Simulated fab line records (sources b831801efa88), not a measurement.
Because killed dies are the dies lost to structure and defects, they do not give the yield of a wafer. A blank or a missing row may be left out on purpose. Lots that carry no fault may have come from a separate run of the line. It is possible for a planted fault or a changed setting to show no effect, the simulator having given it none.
fab line records    flow sky130    part 2 of 2: steps 29 to 37 of 37
record: lots: 5  wafers: 15  last-day: 50
route steps=708 shown CAP2M@605 METAL4@621 VIA4@639
lots untouched by any fault: they come from a run of this same line in which no faults occurred
start-h: hours from the record's first day to the start of the lot's first wafer shown    wait-h: hours from the lot's prior step to this one    " repeats the value in the row above    L1.1+2: one row covering several wafers at once    - no value present, or no start provided    * or withheld: withheld    < > ~ a bound
route shown NAME@n: names a module that has steps shown in the file, with the first one's number in the route    usual: average and standard deviation across the fault-free wafers    same: alike in all rows    chamber/n: place in a boat    sites: readings site by site    _std_site: standard deviation of those values    _edge_site: inner sites' mean taken away from outer sites' mean    radius-mm: how far each site lies from the wafer's centre    mask NAME#n: copy n    behind: tool/chamber where the wafer was last shaped    hold: cause of the lot's hold/its duration in hours/its outcome    device: transistor that didn't switch, given as n, p or np    end of line: the route-end tests of the same wafers    where a step has no rows: the recipe by itself    killed: the dies lost at the first sort to structure and to defects; this is not the yield of the wafer    map: per-die view of a wafer (x killed, . not killed, _ where there is no die)
set.NAME: setting as actually run; set.NAME@STEP: the setting as run at that earlier step    model.NAME: the simulator's own value behind a step, which no gauge read
certain route steps with their lots: each step a table, each wafer a row
services: the hour from which a tool's chamber was out of use, counted from the record's first day as start-h (under 0 if before that day), plus the number of hours and why
== steps ==
step: SKY_METAL4_ETCH_17
recipe: target: SiO2  stop-on: TiN  chemistry: C4F8/O2/Ar  source-w: 1500  bias-w: 1200  pressure-mtorr: 40  c4f8-flow-sccm: withheld  O2_flow_sccm: 6  Ar_flow_sccm: 300  time-s: 3.9  target-depth-a: 150
usual: oes-product-au: 0.755/0.01
lot.wafer  tool         chamber  start-h  wait-h  oes-product-au  rf-hours-counter-h
L078.4     rie-diel-03  2        1008.58  0.1     0.773           10
L078.5     "            0        "        "       0.778           -
L078.6     "            1        "        "       0.767           -
L086.1     rie-diel-01  3        1059.73  0.1     0.751           20
L086.4     "            2        "        "       0.745           25
L086.5     "            1        "        "       0.741           -
L088.1     rie-diel-03  3        1073.73  0.1     0.750           18
L088.2     "            1        "        "       0.757           12
L088.3     "            2        "        "       0.753           13
L090.3     rie-diel-02  1        1088.35  0.0     0.732           15
L090.4     "            0        "        "       0.746           10
L090.6     "            1        "        "       0.748           -
L092.1     rie-diel-01  3        1121.20  0.1     0.736           22
L092.4     "            2        "        "       0.741           27
L092.6     "            1        "        "       0.756           -
step: SKY_METAL4_METAL_ETCH_18
recipe: target-depth-a: 8450  stop-on: SiO2  over-etch-frac: 0.3  time-s: 183.1  chemistry: Cl2/BCl3  resist-sidewall-deg: 88  pressure-mtorr: 10  icp-w: 900  bias-w: 48.5  Cl2_flow_sccm: 60  bcl3-flow-sccm: 30
usual: drypump-motor-current-A: 5.7/0.45  oes-product-au: 0.867/0.0071  throttle-valve-pct: 22.263/0.0081
lot.wafer  tool          chamber  start-h  wait-h  drypump-motor-current-A  oes-product-au  rf-hours-counter-h  throttle-valve-pct
L078.4     rie-metal-03  0        1008.66  0.1     5.0                      0.852           -                   22.270
L078.5     "             1        "        "       5.2                      0.865           -                   22.264
L078.6     "             0        "        "       5.0                      0.867           -                   22.256
L086.1     rie-metal-04  1        1059.75  0.0     5.9                      0.873           9                   22.266
L086.4     "             0        "        "       6.0                      0.869           -                   22.256
L086.5     "             0        "        "       6.1                      0.862           -                   22.262
L088.1     rie-metal-01  1        1073.75  0.0     6.3                      0.871           16                  22.259
L088.2     "             0        "        "       5.9                      0.872           6                   22.260
L088.3     "             0        "        "       5.9                      0.871           -                   22.274
L090.3     rie-metal-01  0        1088.43  0.1     5.9                      0.867           -                   22.266
L090.4     "             1        "        "       6.3                      0.865           -                   22.250
L090.6     "             0        "        "       5.9                      0.863           -                   22.258
L092.1     rie-metal-01  1        1121.22  0.0     6.3                      0.866           20                  22.245
L092.4     "             0        "        "       5.9                      0.871           -                   22.272
L092.6     "             1        "        "       6.3                      0.869           -                   22.273
step: SKY_METAL4_STRIP_19
recipe: chemistry: O2/N2  power-w: 1400  pressure-mtorr: 1500  platen-temp-c: withheld  o2-flow-sccm: 3000  n2-flow-sccm: 300  overash-fraction: 0.5
usual: drypump-motor-current-A: 5.7/0.55  oes-product-au: 0.503/0.0074  strip-time-to-endpoint-s: 6.55/0.14
lot.wafer  tool             chamber  start-h  wait-h  drypump-motor-current-A  oes-product-au  rf-hours-counter-h  strip-time-to-endpoint-s
L078.4     plasma-asher-01  0        1008.81  0.1     6.6                      0.509           -                   6.69
L078.5     "                1        "        "       5.5                      0.503           -                   6.42
L078.6     "                0        "        "       6.6                      0.509           -                   6.72
L086.1     plasma-asher-04  1        1059.93  0.1     6.1                      0.497           32                  6.45
L086.4     "                1        "        "       6.1                      0.498           -                   6.55
L086.5     "                1        "        "       6.1                      0.501           -                   6.55
L088.1     plasma-asher-02  1        1073.93  0.1     5.6                      0.494           60                  6.40
L088.2     "                0        "        "       5.0                      0.496           60                  6.62
L088.3     "                1        "        "       5.6                      0.505           -                   6.60
L090.3     plasma-asher-01  1        1088.58  0.1     5.5                      0.511           -                   6.66
L090.4     "                0        "        "       6.6                      0.504           -                   6.41
L090.6     "                0        "        "       6.7                      0.497           -                   6.57
L092.1     plasma-asher-04  1        1121.40  0.1     6.1                      0.498           38                  6.36
L092.4     "                1        "        "       6.1                      0.501           -                   6.47
L092.6     "                0        "        "       5.8                      0.497           -                   6.36
step: SKY_METAL4_STRIP_20
recipe: chemistry: post-etch-residue-remover  time-s: 1200  temp-c: 72.5
usual: bath-guard-temp-C: 72.5/0.49  temp-c: 72.47/0.12
lot.wafer  tool          chamber  start-h  wait-h  bath-guard-temp-C  temp-c
L078.4     wet-bench-03  1        1008.88  0.0     72.5               72.38
L078.5     "             1        "        "       72.6               72.44
L078.6     "             1        "        "       71.8               72.66
L086.1     wet-bench-04  3        1060.03  0.1     72.7               72.51
L086.4     "             3        "        "       72.2               72.57
L086.5     "             3        "        "       72.3               72.64
L088.1     wet-bench-02  0        1074.07  0.1     73.1               72.35
L088.2     "             0        "        "       73.0               72.23
L088.3     "             0        "        "       73.2               72.20
L090.3     wet-bench-03  2        1088.65  0.0     72.5               72.57
L090.4     "             2        "        "       72.6               72.61
L090.6     "             2        "        "       72.1               72.53
L092.1     wet-bench-02  0        1121.50  0.1     73.4               72.37
L092.4     "             0        "        "       73.2               72.49
L092.6     "             0        "        "       72.6               72.48
step: SKY_METAL4_CLEAN_21
recipe: chemistry: IPA  time-s: 180  temp-c: 25
usual: temp-c: 24.99/0.12
lot.wafer  tool          chamber  start-h  wait-h  temp-c
L078.4     wet-bench-03  0        1009.25  0.0     24.76
L078.5     "             0        "        "       24.89
L078.6     "             0        "        "       24.86
L086.1     wet-bench-03  2        1060.37  0.0     24.84
L086.4     "             2        "        "       24.96
L086.5     "             2        "        "       24.91
L088.1     wet-bench-02  0        1074.45  0.0     25.04
L088.2     "             0        "        "       25.03
L088.3     "             0        "        "       24.98
L090.3     wet-bench-04  1        1089.33  0.0     25.17
L090.4     "             1        "        "       25.00
L090.6     "             1        "        "       24.97
L092.1     wet-bench-03  0        1121.84  0.0     24.88
L092.4     "             0        "        "       25.06
L092.6     "             0        "        "       25.07
step: SKY_METAL4_CLEAN_22
recipe: chemistry: O3/DIW  dry: n2-spin
lot.wafer   tool          chamber  start-h  wait-h
L078.4+5+6  wet-bench-03  0        1009.31  0.0
L086.1+4+5  wet-bench-02  1        1060.43  0.0
L088.1+2+3  wet-bench-02  0        1074.51  0.0
L090.3+4+6  wet-bench-02  2        1089.39  0.0
L092.1+4+6  wet-bench-03  2        1121.90  0.0
step: SKY_VIA4_HDPCVD_00
recipe: material: SiO2  target-thk-nm: 1750  sigma-open-frac: 0.3  time-s: 291.7  temp-c: 400  sih4-flow-sccm: 60  pressure-mtorr: 6
lot.wafer   tool       chamber  start-h  wait-h
L078.4+5+6  hdpcvd-01  0,2,1    1009.50  0.1
L086.1+4+5  hdpcvd-01  0,2,0    1060.52  0.0
L088.1+2+3  hdpcvd-01  0,1,2    1074.61  0.0
L090.3+4+6  hdpcvd-01  0,2,0    1089.48  0.0
L092.1+4+6  hdpcvd-01  1,2,0    1121.99  0.0
step: SKY_VIA4_THK_MEAS_01
recipe: reads: SiO2_of_VIA4_HDPCVD_00
usual: VIA4_HDPCVD_THK: 1757/21
lot.wafer  tool           chamber  start-h  wait-h  VIA4_HDPCVD_THK[nm]
L078.4     film-metro-02  -        1009.62  0.0     1792
L078.5     "              -        "        "       1772
L078.6     "              -        "        "       1790
L086.1     film-metro-01  -        1060.70  0.1     1765
L086.4     "              -        "        "       1739
L086.5     "              -        "        "       1766
L088.1     film-metro-01  -        1074.79  0.1     1790
L088.2     "              -        "        "       1755
L088.3     "              -        "        "       1770
L090.3     film-metro-01  -        1089.68  0.1     1773
L090.4     "              -        "        "       1769
L090.6     "              -        "        "       1778
L092.1     film-metro-01  -        1122.17  0.1     1739
L092.4     "              -        "        "       1753
L092.6     "              -        "        "       1744
step: SKY_VIA4_CMP_02
recipe: material: SiO2  down-force-psi: 4  platen-rpm: 60  pad-velocity-m-s: 0.94248
usual: motor-current-A: 12.3/1.1
lot.wafer  tool    chamber  start-h  wait-h  motor-current-A
L078.4     cmp-02  3        1009.80  0.2     12.4
L078.5     "       0        "        "       11.9
L078.6     "       1        "        "       11.9
L086.1     cmp-01  2        1060.76  0.1     11.1
L086.4     "       1        "        "       13.9
L086.5     "       2        "        "       11.4
L088.3     cmp-02  2        1074.93  0.1     10.8
L088.2     "       0        "        "       11.8
L088.1     "       1        "        "       12.2
L090.4     cmp-01  0        1089.72  0.0     14.3
L090.3     "       2        "        "       11.4
L090.6     "       1        "        "       13.3
L092.1     cmp-01  2        1122.28  0.1     10.9
L092.4     "       0        "        "       14.0
L092.6     "       1        "        "       13.2
== services ==
tool              chamber  start-h  hours  kind
cmp-01            -        948.96   0.8    repair
iline-stepper-01  -        949.52   14.7   repair
hdpcvd-01         -        950.25   15.0   pm
pvd-sputter-02    -        956.01   14.5   repair
plasma-asher-01   -        957.01   2.8    pm
krf-scanner-02    -        963.20   0.8    pm
pvd-sputter-02    -        963.60   5.1    repair
rie-metal-03      -        966.93   0.8    repair
krf-scanner-02    -        970.29   1.3    pm
cmp-02            -        971.38   3.8    repair
iline-stepper-01  -        979.62   2.1    pm
krf-scanner-02    -        980.55   1.0    pm
rie-metal-04      -        981.00   0.5    repair
krf-scanner-02    -        992.52   36.0   pm
rie-metal-01      0        996.18   1.5    repair
iline-stepper-02  -        1001.71  8.9    pm
rie-metal-01      0        1008.00  4.2    repair
cmp-01            -        1024.91  10.5   repair
cmp-01            -        1036.16  7.5    repair
cmp-01            -        1036.56  5.1    repair
rie-metal-04      1        1041.60  2.9    repair
pvd-sputter-04    -        1044.65  2.2    repair
iline-stepper-02  -        1057.41  1.7    pm
krf-scanner-02    -        1076.87  9.5    repair
